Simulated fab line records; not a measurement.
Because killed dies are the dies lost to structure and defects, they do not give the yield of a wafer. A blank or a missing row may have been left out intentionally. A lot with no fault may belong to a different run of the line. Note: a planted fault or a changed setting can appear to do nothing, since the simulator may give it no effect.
Matching of chambers | flow gf180mcu | cmp-01 running GF_V2_CMP_26: 4 sister chambers
The step polishes, stops on SiO2, t overpolish 15 s, target thk 0 nm. 8 wafers are shown with their chamber, then 12 later ones without.

== EACH WAFER AND ITS CHAMBER ==
wafer  | chamber | motor_current_A (A) | time_to_endpoint_s (s)
L082.5 | 3       | 11.4                | 85.1
L086.5 | 1       | 10.5                | 84.3
L087.3 | 3       | 12.1                | 78.9
L090.3 | 1       | 10.8                | 79.8
L090.5 | 0       | 10.1                | 81.0
L091.2 | 0       | 10.2                | 85.3
L091.4 | 2       | 10.1                | 84.9
L091.5 | 2       | 10.1                | 84.0

== WAFERS MISSING THEIR CHAMBER ==
wafer  | motor_current_A (A) | time_to_endpoint_s (s)
L092.2 | 10.9                | 82.4
L092.3 | 10.4                | 83.7
L092.6 | 10.4                | 83.4
L095.1 | 11.6                | 81.8
L095.4 | 10.6                | 85.5
L095.6 | 10.3                | 83.5
L096.2 | 11.9                | 82.1
L096.4 | 10.0                | 85.1
L096.5 | 11.5                | 84.3
L097.2 | 11.5                | 85.9
L097.4 | 10.3                | 88.6
L097.5 | 12.0                | 86.6

== WHICH CHAMBER EACH WENT THROUGH ==
wafer  | from the rows above          | in truth
L092.2 | can't be placed: 1 or 0      | 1
L092.3 | can't be placed: 0 or 1 or 2 | 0
L092.6 | can't be placed: 0 or 1 or 2 | 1
L095.1 | 3                            | 3
L095.4 | can't be placed: 1 or 0 or 2 | 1
L095.6 | can't be placed: 0 or 2 or 1 | 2
L096.2 | 3                            | 3
L096.4 | can't be placed: 2 or 0      | 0
L096.5 | 3                            | 3
L097.2 | can't be placed: 3 or 1      | 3
L097.4 | can't be placed: 2 or 0 or 1 | 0
L097.5 | 3                            | 3
4 of 12 placed correctly. Can't be placed from these rows: 8 (the true chamber is among the candidates in 8). Number placed wrongly: 0.
How it was worked out, from the rows above alone: a wafer's distance from a chamber is the root of the sum, over the readings, of the square of ((its reading less the chamber's mean) divided by the reading's scatter). If the next closest chamber is less than 2 further off than the closest, the wafer can't be placed; otherwise it belongs to the closest. The mean given for a chamber averages the wafers shown for that chamber. The scatter: the root of (the sum of the squares of (reading less its chamber's mean) over the shown wafers, divided by (wafers less chambers)).
